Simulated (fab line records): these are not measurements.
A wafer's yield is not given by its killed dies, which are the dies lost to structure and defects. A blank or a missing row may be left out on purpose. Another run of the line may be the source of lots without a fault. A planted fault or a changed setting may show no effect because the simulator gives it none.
The tool behind it: which one? / flow gf180mcu / 14 lots with 42 wafers sampled at 3 steps, on a route of 602 steps

== WHAT EACH GAUGE READ, for each wafer ==
GF_POLY_GATE_THK_MEAS_17. Usual: POLY_GATE_OXIDATION_THK typically reads 3.98 nm, with standard deviation 0.085.
lot=L637; measured=day 9 03:59; on=film_metro-04; POLY_GATE_OXIDATION_THK (nm)=3.90 3.96 3.91; flag=
lot=L639; measured=day 9 19:29; on=film_metro-01; POLY_GATE_OXIDATION_THK (nm)=4.11 4.00 3.98; flag=
lot=L640; measured=day 9 22:23; on=film_metro-03; POLY_GATE_OXIDATION_THK (nm)=3.91 3.94 3.86; flag=
lot=L644; measured=day 11 04:44; on=film_metro-01; POLY_GATE_OXIDATION_THK (nm)=4.04 4.06 3.93; flag=
lot=L645; measured=day 11 12:12; on=film_metro-03; POLY_GATE_OXIDATION_THK (nm)=4.01 3.93 3.98; flag=
lot=L647; measured=day 12 01:51; on=film_metro-03; POLY_GATE_OXIDATION_THK (nm)=3.93 3.92 3.90; flag=
lot=L649; measured=day 12 18:59; on=film_metro-01; POLY_GATE_OXIDATION_THK (nm)=4.04 4.06 4.06; flag=
lot=L650; measured=day 12 21:38; on=film_metro-04; POLY_GATE_OXIDATION_THK (nm)=3.95 4.02 4.00; flag=
lot=L651; measured=day 13 10:54; on=film_metro-01; POLY_GATE_OXIDATION_THK (nm)=3.90 3.87 3.71; flag=
lot=L655; measured=day 14 17:44; on=film_metro-04; POLY_GATE_OXIDATION_THK (nm)=4.15 4.09 4.07; flag=
lot=L656; measured=day 14 22:44; on=film_metro-03; POLY_GATE_OXIDATION_THK (nm)=3.88 3.91 3.93; flag=
lot=L658; measured=day 15 09:31; on=film_metro-01; POLY_GATE_OXIDATION_THK (nm)=4.00 3.92 4.00; flag=
lot=L659; measured=day 15 18:55; on=film_metro-01; POLY_GATE_OXIDATION_THK (nm)=4.03 4.00 3.99; flag=
lot=L660; measured=day 16 00:44; on=film_metro-03; POLY_GATE_OXIDATION_THK (nm)=3.91 3.94 3.90; flag=

GF_HV_LDD_THK_MEAS_57. Usual: HV_LDD_CVD_56_THK typically reads 89.9 nm, with standard deviation 0.76.
lot=L637; measured=day 12 07:50; on=film_metro-01; HV_LDD_CVD_56_THK (nm)=89.2 89.9 89.8; flag=
lot=L639; measured=day 13 01:26; on=film_metro-01; HV_LDD_CVD_56_THK (nm)=90.0 89.4 90.6; flag=
lot=L640; measured=day 13 04:58; on=film_metro-01; HV_LDD_CVD_56_THK (nm)=89.8 89.6 90.5; flag=
lot=L644; measured=day 14 17:18; on=film_metro-02; HV_LDD_CVD_56_THK (nm)=90.9 90.9 91.1; flag=
lot=L645; measured=day 15 00:11; on=film_metro-04; HV_LDD_CVD_56_THK (nm)=89.2 89.5 88.6; flag=
lot=L647; measured=day 15 16:43; on=film_metro-01; HV_LDD_CVD_56_THK (nm)=89.0 89.6 88.3; flag=
lot=L649; measured=day 16 10:00; on=film_metro-02; HV_LDD_CVD_56_THK (nm)=89.2 89.5 90.1; flag=
lot=L650; measured=day 16 15:13; on=film_metro-01; HV_LDD_CVD_56_THK (nm)=89.5 88.7 88.6; flag=
lot=L651; measured=day 17 06:07; on=film_metro-01; HV_LDD_CVD_56_THK (nm)=89.9 89.3 89.4; flag=
lot=L655; measured=day 18 16:40; on=film_metro-02; HV_LDD_CVD_56_THK (nm)=90.5 90.3 90.6; flag=
lot=L656; measured=day 18 20:22; on=film_metro-01; HV_LDD_CVD_56_THK (nm)=89.3 90.0 89.2; flag=
lot=L658; measured=day 19 10:24; on=film_metro-01; HV_LDD_CVD_56_THK (nm)=90.5 89.5 90.5; flag=
lot=L659; measured=day 19 19:49; on=film_metro-01; HV_LDD_CVD_56_THK (nm)=88.7 88.2 88.4; flag=
lot=L660; measured=day 20 03:32; on=film_metro-04; HV_LDD_CVD_56_THK (nm)=91.1 91.2 91.0; flag=

== TOOL THAT RAN EACH LOT (tool first, then ch and the chambers of the sampled wafers, then the start) ==
lot=L637; GF_VT_IMPLANT_SOFTBAKE_25=litho_track-01 ch 0, day 6 11:53
lot=L639; GF_VT_IMPLANT_SOFTBAKE_25=litho_track-04 ch 0, day 7 00:30
lot=L640; GF_VT_IMPLANT_SOFTBAKE_25=litho_track-01 ch 0, day 7 06:26
lot=L644; GF_VT_IMPLANT_SOFTBAKE_25=litho_track-04 ch 0, day 8 07:59
lot=L645; GF_VT_IMPLANT_SOFTBAKE_25=litho_track-04 ch 0, day 8 14:20
lot=L647; GF_VT_IMPLANT_SOFTBAKE_25=litho_track-04 ch 0, day 9 04:00
lot=L649; GF_VT_IMPLANT_SOFTBAKE_25=litho_track-03 ch 0, day 9 17:11
lot=L650; GF_VT_IMPLANT_SOFTBAKE_25=litho_track-01 ch 0, day 9 21:35
lot=L651; GF_VT_IMPLANT_SOFTBAKE_25=litho_track-03 ch 0, day 10 07:58
lot=L655; GF_VT_IMPLANT_SOFTBAKE_25=litho_track-01 ch 0, day 11 08:54
lot=L656; GF_VT_IMPLANT_SOFTBAKE_25=litho_track-01 ch 0, day 11 14:39
lot=L658; GF_VT_IMPLANT_SOFTBAKE_25=litho_track-01 ch 0, day 12 02:45
lot=L659; GF_VT_IMPLANT_SOFTBAKE_25=litho_track-04 ch 0, day 12 10:50
lot=L660; GF_VT_IMPLANT_SOFTBAKE_25=litho_track-01 ch 0, day 12 16:45
- GF_VT_IMPLANT_SOFTBAKE_25: time 60 s.

== WHAT THE TOOLS THEMSELVES READ (means of the sampled wafers that have a number; where no wafer has one, the mark that the record gives instead) ==
GF_VT_IMPLANT_SOFTBAKE_25. Usual: exhaust_pa 45.1 Pa, standard deviation 0.9; heater_power_total_W 56.59 W, standard deviation 0.044; plate_temp_C 89.98 C, standard deviation 0.13; run_length_s 89.12 s, standard deviation 0.12.
lot=L637; tool=litho_track-01; exhaust_pa (Pa)=45.4; heater_power_total_W (W)=56.63; plate_temp_C (C)=89.74; run_length_s (s)=89.11; flag=
lot=L639; tool=litho_track-04; exhaust_pa (Pa)=46.1; heater_power_total_W (W)=56.58; plate_temp_C (C)=89.97; run_length_s (s)=89.06; flag=
lot=L640; tool=litho_track-01; exhaust_pa (Pa)=44.7; heater_power_total_W (W)=56.58; plate_temp_C (C)=90.01; run_length_s (s)=89.21; flag=
lot=L644; tool=litho_track-04; exhaust_pa (Pa)=45.1; heater_power_total_W (W)=61.22; plate_temp_C (C)=-; run_length_s (s)=76.22; flag=OFF
lot=L645; tool=litho_track-04; exhaust_pa (Pa)=46.1; heater_power_total_W (W)=61.32; plate_temp_C (C)=-; run_length_s (s)=76.35; flag=OFF
lot=L647; tool=litho_track-04; exhaust_pa (Pa)=45.9; heater_power_total_W (W)=61.27; plate_temp_C (C)=-; run_length_s (s)=76.34; flag=OFF
lot=L649; tool=litho_track-03; exhaust_pa (Pa)=45.6; heater_power_total_W (W)=56.60; plate_temp_C (C)=89.92; run_length_s (s)=89.15; flag=
lot=L650; tool=litho_track-01; exhaust_pa (Pa)=44.2; heater_power_total_W (W)=56.56; plate_temp_C (C)=89.92; run_length_s (s)=89.07; flag=
lot=L651; tool=litho_track-03; exhaust_pa (Pa)=44.6; heater_power_total_W (W)=56.58; plate_temp_C (C)=90.06; run_length_s (s)=89.10; flag=
lot=L655; tool=litho_track-01; exhaust_pa (Pa)=45.1; heater_power_total_W (W)=56.60; plate_temp_C (C)=90.04; run_length_s (s)=89.13; flag=
lot=L656; tool=litho_track-01; exhaust_pa (Pa)=45.0; heater_power_total_W (W)=56.60; plate_temp_C (C)=89.93; run_length_s (s)=89.12; flag=
lot=L658; tool=litho_track-01; exhaust_pa (Pa)=45.1; heater_power_total_W (W)=56.59; plate_temp_C (C)=90.08; run_length_s (s)=89.08; flag=
lot=L659; tool=litho_track-04; exhaust_pa (Pa)=45.4; heater_power_total_W (W)=56.59; plate_temp_C (C)=89.99; run_length_s (s)=89.15; flag=
lot=L660; tool=litho_track-01; exhaust_pa (Pa)=44.0; heater_power_total_W (W)=56.62; plate_temp_C (C)=89.96; run_length_s (s)=89.21; flag=

== THE ANSWER, worked out from the rows above alone ==
Rule: a lot counts as off when the mean over its wafers that have a number is more than 3 standard deviations away from the usual mean. A lot without any number at a reading at which 4 lots or more have one is off too. The other lots that the step has rows for count as sound. First the gauges in route order, then the tools' own readings, where a lot's mean is used as printed above. The first step at which some lot is off is used, and at that step the reading that is off furthest; a lot without a number counts as furthest.
Off: L644, L645, L647, at GF_VT_IMPLANT_SOFTBAKE_25 (plate_temp_C). Without a number there: L644, L645, L647.
A tool fits if, at that step or a process step before it, it ran every lot that is off, and no sound lot after the first of them. None of those tried fits.

== WHAT THE SIMULATOR HAD PUT IN ==
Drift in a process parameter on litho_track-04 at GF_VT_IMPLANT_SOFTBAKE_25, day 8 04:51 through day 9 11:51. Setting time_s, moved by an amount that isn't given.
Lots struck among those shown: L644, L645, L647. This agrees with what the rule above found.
